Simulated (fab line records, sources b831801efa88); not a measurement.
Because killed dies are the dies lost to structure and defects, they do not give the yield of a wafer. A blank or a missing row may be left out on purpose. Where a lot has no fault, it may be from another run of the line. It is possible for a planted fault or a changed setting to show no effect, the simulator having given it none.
What tool caused it? ; flow sfqLine ; 6 lots, 18 wafers sampled, at 2 steps of a route of 325

## WHAT EACH GAUGE READ, for each wafer
SFQ_JJ_RS_MEAS_929: measures by four-point-probe.
lot;measured;on;JJ_NB_RS (ohm/sq)
L164;day 54 17:29;filmMetro-03;1.028 1.041 1.040
L166;day 57 12:25;filmMetro-02;1.063 1.048 1.051
L169;day 62 18:40;filmMetro-02;1.052 1.058 1.057
L172;day 63 22:05;filmMetro-01;1.067 1.063 1.073
L174;day 64 07:32;filmMetro-02;1.045 1.044 0.719
L182;day 67 23:48;filmMetro-01;1.053 1.043 1.051

## EACH LOT AND THE TOOL THAT RAN IT (in order: tool; ch and the chambers of the sampled wafers; start)
lot;SFQ_TRILAYER_JJ_TRILAYER_DEP_SPUTTER_112
L164;pvdSputter-03, day 54 17:22
L166;pvdSputter-05, day 57 12:20
L169;pvdSputter-05, day 62 18:32
L172;pvdSputter-06, day 63 21:58
L174;pvdSputter-06, day 64 07:28
L182;pvdSputter-05, day 67 23:42
- SFQ_TRILAYER_JJ_TRILAYER_DEP_SPUTTER_112: material Nb, target thk 170 nm, time 113.3 s.

## THE ANSWER, worked out from the rows above alone
Rule: the usual values come from the lots themselves. The widest of any qualifying gaps counts: lots, ordered by their means at a reading, are off when they make up no more than a third of the lots, leave a main group of 4 or more, and stand apart from it by 3 or more times the standard deviation of that group's means. A main group is skipped when, at the precision printed for the reading in the tables above, its means are all equal. Also off: a lot with no number at a reading for which 4 or more lots have one. All remaining lots with rows at the step are treated as sound.
Off: L174, seen at SFQ_JJ_RS_MEAS_929 (JJ_NB_RS). For the main group the mean is 1.053 ohm/sq and the standard deviation 0.01.
If a tool, at a process step before that reading, ran all the lots that are off and no sound lot after the first of them, it fits. Those tools and the gauges at SFQ_JJ_RS_MEAS_929 are tried in the same way. This does not decide it: 2 tools fit, namely pvdSputter-06 at SFQ_TRILAYER_JJ_TRILAYER_DEP_SPUTTER_112 and filmMetro-02 at SFQ_JJ_RS_MEAS_929.

## WHAT THE SIMULATOR HAD INSERTED
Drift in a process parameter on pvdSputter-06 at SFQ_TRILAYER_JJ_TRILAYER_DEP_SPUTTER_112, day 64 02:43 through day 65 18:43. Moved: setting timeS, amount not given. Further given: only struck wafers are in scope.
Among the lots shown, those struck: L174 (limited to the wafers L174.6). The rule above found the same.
